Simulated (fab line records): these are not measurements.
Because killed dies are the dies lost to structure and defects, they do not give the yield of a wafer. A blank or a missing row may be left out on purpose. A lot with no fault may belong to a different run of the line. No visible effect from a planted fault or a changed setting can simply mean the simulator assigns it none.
The same fault as seen by 2 desks    flow sky130    numbers are kept per desk, each desk with only its own; the story behind them comes last

THE TOOL OWNER'S DESK: iline-stepper-01
The tool's own readings at SKY_VT_ADJUST_NCORE_EXPOSE_04 (exposes mask LVTN COMPLEMENT THIN, target cd 380 nm): means of the sampled wafers that have a number, for each lot that ran on this tool. The brackets show how far a lot's mean lies from the usual mean; more than 4 standard deviations puts the lot out of limits, marked OUT.
Columns: A = exposure-dose-mJ-cm2 at SKY_VT_ADJUST_NCORE_EXPOSE_04, usual 139.01; B = stage-vel-mm-s at SKY_VT_ADJUST_NCORE_EXPOSE_04, usual 500.00 mm/s
lot   first seen here  A                 B
L163  day 8 02:31      139.04            500.17
L167  day 9 16:02      138.97            500.21
L168  day 10 00:58     139.05            499.84
L171  day 11 01:12     133.66 (-38) OUT  500.24
L177  day 12 16:59     134.97 (-29) OUT  500.09
L178  day 13 02:04     134.71 (-31) OUT  499.80
This desk finds L171, L177, L178 out of limits, L171 being first, at day 11 01:12 (exposure-dose-mJ-cm2 at SKY_VT_ADJUST_NCORE_EXPOSE_04). L163, L167, L168 stayed within limits.

AT THE METROLOGY DESK
What the gauges read for every lot (on any tool): the sampled wafers with a number, averaged. The brackets show how far a lot's mean lies from the usual mean; more than 4 standard deviations puts the lot out of limits, marked OUT.
Columns: A = FIELD_ISO_CVD_03_THK at SKY_FIELD_ISO_THK_MEAS_04, usual 164.1 nm; B = cd-nm at SKY_VT_ADJUST_NCORE_CD_MEAS_07, usual 380.2 nm
lot   first seen here  A      B
L162  day 1 18:05      163.3  377.6
L163  day 1 21:59      163.7  380.7
L167  day 2 16:15      160.9  382.1
L168  day 2 23:54      162.2  383.0
L170  day 3 06:47      165.6  377.7
L171  day 3 11:12      161.7  372.1 (-4.1) OUT
L172  day 3 15:29      163.6  383.4
L177  day 4 17:51      164.2  370.6 (-4.8) OUT
L178  day 4 21:29      163.8  371.5 (-4.3) OUT
L180  day 5 08:17      165.4  379.8
L183  day 5 23:02      163.6  378.5
This desk finds L171, L177, L178 out of limits, L171 being first, at day 11 12:49 (cd-nm at SKY_VT_ADJUST_NCORE_CD_MEAS_07). L162, L163, L167, L168, L170, L172, L180, L183 stayed within limits.

BROUGHT TOGETHER
An alarm could have come from the tool owner's desk at day 11 01:12, on L171, L177, L178.
L171, L177, L178 would have let the metrology desk raise an alarm at day 11 12:49.
The lots listed all ran SKY_VT_ADJUST_NCORE_EXPOSE_04 on iline-stepper-01.

WHAT THE SIMULATOR HAD INSERTED
Process parameter drift: iline-stepper-01, from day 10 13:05 on, at SKY_VT_ADJUST_NCORE_EXPOSE_04. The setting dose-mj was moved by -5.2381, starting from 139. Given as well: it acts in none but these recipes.
Lots struck among those shown: L171, L177, L178.
Hours from the fault's start to each desk's first reading out of limits: the tool owner's desk, 12; the metrology desk, 24.
